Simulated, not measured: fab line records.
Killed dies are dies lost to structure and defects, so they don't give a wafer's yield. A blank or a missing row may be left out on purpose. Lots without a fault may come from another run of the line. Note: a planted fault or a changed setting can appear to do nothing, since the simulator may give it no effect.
Which tool is to blame?	flow gf180mcu	30 wafers from 10 lots sampled at 2 of the route's 602 steps

== WHAT THE GAUGES READ, wafer by wafer ==
GF_STI_THK_MEAS_04.
lot	measured	on	STI_CVD_03_THK (nm)
L575	day 1 18:05	film-metro-03	209.1 208.1 208.8
L581	day 2 19:34	film-metro-03	210.0 209.1 207.8
L582	day 3 00:41	film-metro-04	207.4 206.1 206.2
L584	day 3 11:50	film-metro-01	206.9 208.9 205.3
L589	day 4 13:22	film-metro-01	204.5 206.1 204.9
L590	day 4 16:38	film-metro-03	206.0 207.2 206.7
L591	day 4 21:35	film-metro-04	210.1 208.6 208.5
L592	day 5 03:33	film-metro-01	234.3 233.9 235.2 234.5 234.2 235.5
L593	day 5 08:21	film-metro-03	207.2 209.2 209.9
L595	day 5 23:19	film-metro-04	205.5 208.0 207.9

== EACH LOT AND THE TOOL THAT RAN IT (in order: tool; ch and the chambers of the sampled wafers; start) ==
lot	GF_STI_CVD_03
L575	lpcvd-02 ch 1, day 1 16:05
L581	lpcvd-02 ch 0, day 2 17:34
L582	lpcvd-01 ch 1, day 2 22:43
L584	lpcvd-01 ch 1, day 3 09:49
L589	lpcvd-02 ch 0, day 4 11:23
L590	lpcvd-01 ch 0, day 4 14:40
L591	lpcvd-01 ch 1, day 4 19:34
L592	lpcvd-01 ch 0, day 5 01:34
L593	lpcvd-02 ch 1, day 5 06:20
L595	lpcvd-02 ch 1, day 5 21:20
- GF_STI_CVD_03: deposits Si3N4 from DCS/NH3, target thk 207.16 nm, time 3551 s.

== AS READ BY THE TOOLS THEMSELVES (means over the sampled wafers that have a number; for cases with no such wafer, the mark the record gives instead) ==
GF_STI_CVD_03.
lot	tool	spike-tc-bottom-C (C)	spike-tc-centre-C (C)	spike-tc-lower-C (C)	spike-tc-upper-C (C)	susceptor-temp-C (C)
L575	lpcvd-02	786.2	772.6	767.7	770.9	769.9
L581	lpcvd-02	791.8	770.2	771.4	768.2	769.8
L582	lpcvd-01	787.4	770.1	771.1	769.2	769.2
L584	lpcvd-01	788.4	769.6	771.1	769.4	770.2
L589	lpcvd-02	790.7	770.2	771.4	768.2	770.1
L590	lpcvd-01	787.7	770.7	771.0	770.3	770.2
L591	lpcvd-01	788.8	770.0	771.5	769.1	770.2
L592	lpcvd-01	794.4	775.8	777.0	777.5	775.6
L593	lpcvd-02	785.9	771.9	768.9	770.1	769.8
L595	lpcvd-02	787.4	772.6	768.7	770.2	769.8

== THE ANSWER, worked out from the rows above alone ==
Rule: usual is defined by the lots themselves. The widest of any qualifying gaps counts: lots, ordered by their means at a reading, are off when they make up no more than a third of the lots, leave a main group of 4 or more, and stand apart from it by 3 or more times the standard deviation of that group's means. A main group is skipped when, at the precision printed for the reading in the tables above, its means are all equal. A lot without any number at a reading at which 4 lots or more have one is off too. Where the step has rows for the other lots, those lots are counted as sound. The gauges are gone through in route order, then the tools' own readings, and for those a lot's mean is taken as printed above. The first step at which some lot is off is used, and at that step the reading that is off furthest; a lot without a number counts as furthest.
Off: L592, seen at GF_STI_THK_MEAS_04 (STI_CVD_03_THK). The main group has a mean of 207.6 nm with a standard deviation of 1.3.
A tool fits if, at a process step before that reading, it ran every lot that is off, and no sound lot after the first of them. Not tried: the gauges at GF_STI_THK_MEAS_04; whatever is off there is also off at GF_STI_CVD_03, on other tools, and gauge error can't account for it. One fits: lpcvd-01 at GF_STI_CVD_03. A fault onset in the window from L591 (day 4 19:34, its last sound lot) to L592 (day 5 01:34, its first lot off) fits.
The tool's own readings at GF_STI_CVD_03 bear it out: on the lots that are off they differ by more than 5 times the standard deviation of the sound lots' means. spike-tc-upper-C reads 777.5 C there against 769.5 C on the sound lots; susceptor-temp-C reads 775.6 C there against 769.9 C on the sound lots.

== WHAT WAS PUT IN BY THE SIMULATOR ==
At GF_STI_CVD_03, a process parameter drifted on lpcvd-01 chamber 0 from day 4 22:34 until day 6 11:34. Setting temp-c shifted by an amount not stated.
Struck lots among those shown: L592. The rule above reached the same finding.
